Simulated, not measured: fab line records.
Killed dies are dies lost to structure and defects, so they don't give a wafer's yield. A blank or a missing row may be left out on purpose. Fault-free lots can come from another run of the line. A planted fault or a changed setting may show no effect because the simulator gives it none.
Which tool did it? -- flow sky130 -- Sampling: 13 lots, 39 wafers, 4 of 708 route steps

WHAT THE GAUGES SHOWED, per wafer
SKY_SONOS_TUNNEL_TW_MEAS_12.
lot,measured,on,SONOS_TUNNEL_TW
L215,day 11 14:05,film_metro-01,200.9 200.5 199.2
L217,day 11 20:34,film_metro-01,200.6 200.8 200.5
L218,day 12 05:03,film_metro-01,200.4 200.5 199.8
L219,day 12 10:00,film_metro-01,198.8 199.3 199.2
L220,day 13 00:38,film_metro-02,192.2 192.1 193.2
L221,day 13 08:00,film_metro-03,196.8 198.2 198.1
L222,day 13 16:43,film_metro-01,200.6 201.3 200.7
L223,day 13 23:55,film_metro-03,198.3 196.9 197.7
L224,day 14 08:43,film_metro-01,200.7 200.3 200.2
L226,day 14 22:17,film_metro-03,198.9 198.8 197.4
L230,day 16 06:35,film_metro-01,200.4 201.2 200.8
L234,day 17 20:28,film_metro-02,194.8 194.5 194.4
L238,day 19 02:04,film_metro-01,199.5 199.9 199.2

SKY_LDD_LDN_OVL_MEAS_07.
lot,measured,on,LDD_LDN_OVL (nm)
L215,day 22 20:42,overlay-01,-0.4 0.3 -2.4
L217,day 23 09:57,overlay-01,-1.1 -0.6 -0.7
L218,day 23 18:17,overlay-01,-1.1 -1.0 -0.1
L219,day 24 09:05,overlay-02,-3.0 0.1 0.0
L220,day 24 15:44,overlay-02,-1.1 -2.0 -2.4
L221,day 25 01:33,overlay-02,-1.0 -0.6 -1.4
L222,day 25 09:50,overlay-02,-1.7 1.8 1.2
L223,day 25 16:17,overlay-02,-0.5 0.6 -0.8
L224,day 26 07:17,overlay-02,1.4 -1.3 -0.8
L226,day 26 20:50,overlay-02,-1.7 -2.7 -4.1
L230,day 28 08:00,overlay-02,0.4 -2.3 -0.6
L234,day 29 17:06,overlay-01,1.7 -0.9 -0.4
L238,day 30 19:02,overlay-01,0.4 0.3 1.5

SKY_POLY_CUT_CD_MEAS_08: the cd target is 270 nm.
lot,measured,on,cd_nm (nm)
L215,day 24 04:41,cd_sem-01,271.8 271.5 271.2
L217,day 24 17:10,cd_sem-02,270.1 269.9 268.8
L218,day 25 02:08,cd_sem-02,271.3 271.9 271.4
L219,day 25 16:40,cd_sem-02,268.1 266.9 269.1
L220,day 25 23:56,cd_sem-02,268.3 269.5 268.3
L221,day 26 14:25,cd_sem-01,269.8 269.2 270.5
L222,day 26 17:29,cd_sem-02,269.1 268.9 269.3
L223,day 26 23:37,cd_sem-01,270.8 270.0 270.3
L224,day 27 15:11,cd_sem-01,270.6 268.9 270.4
L226,day 28 04:53,cd_sem-01,270.3 270.6 272.2
L230,day 29 14:27,cd_sem-02,271.7 273.2 272.6
L234,day 30 22:37,cd_sem-02,268.6 270.3 268.8
L238,day 32 00:26,cd_sem-02,269.9 269.8 270.4

TOOL THAT RAN EACH LOT (tool first, then ch and the chambers of the sampled wafers, then the start)
lot,SKY_LDD_LDN_EXPOSE_04
L215,"iline_stepper-02 ch 0, day 22 05:25"
L217,"iline_stepper-02 ch 0, day 22 18:57"
L218,"iline_stepper-01 ch 0, day 23 03:37"
L219,"iline_stepper-01 ch 0, day 23 17:55"
L220,"iline_stepper-02 ch 0, day 24 00:31"
L221,"iline_stepper-01 ch 0, day 24 11:32"
L222,"iline_stepper-01 ch 0, day 24 19:26"
L223,"iline_stepper-01 ch 0, day 25 01:24"
L224,"iline_stepper-02 ch 0, day 25 16:34"
L226,"iline_stepper-02 ch 0, day 26 06:37"
L230,"iline_stepper-02 ch 0, day 27 17:40"
L234,"iline_stepper-01 ch 0, day 29 02:53"
L238,"iline_stepper-02 ch 0, day 30 05:56"
- SKY_LDD_LDN_EXPOSE_04: exposes mask LDNTM, target cd 700 nm.

WHAT THE TOOLS THEMSELVES READ (means of the sampled wafers that have a number; where no wafer has one, the mark that the record gives instead)
The record holds no such reading with a usual standard deviation.

THE ANSWER, worked out from the rows above alone
Rule: the usual values come from the lots themselves. The widest of any qualifying gaps counts: lots, ordered by their means at a reading, are off when they make up no more than a third of the lots, leave a main group of 4 or more, and stand apart from it by 3 or more times the standard deviation of that group's means. Not used: any main group whose means are identical at the precision the tables above print for the reading. Also off: a lot with no number at a reading for which 4 or more lots have one. All remaining lots with rows at the step are treated as sound. Order of review: gauges by route order, followed by the tools' own readings, for which a lot's mean as printed above is used. The first step at which some lot is off is used, and at that step the reading that is off furthest; a lot without a number counts as furthest.
None of the lots is off at any reading shown; this tells nothing.

WHAT THE SIMULATOR HAD PUT IN
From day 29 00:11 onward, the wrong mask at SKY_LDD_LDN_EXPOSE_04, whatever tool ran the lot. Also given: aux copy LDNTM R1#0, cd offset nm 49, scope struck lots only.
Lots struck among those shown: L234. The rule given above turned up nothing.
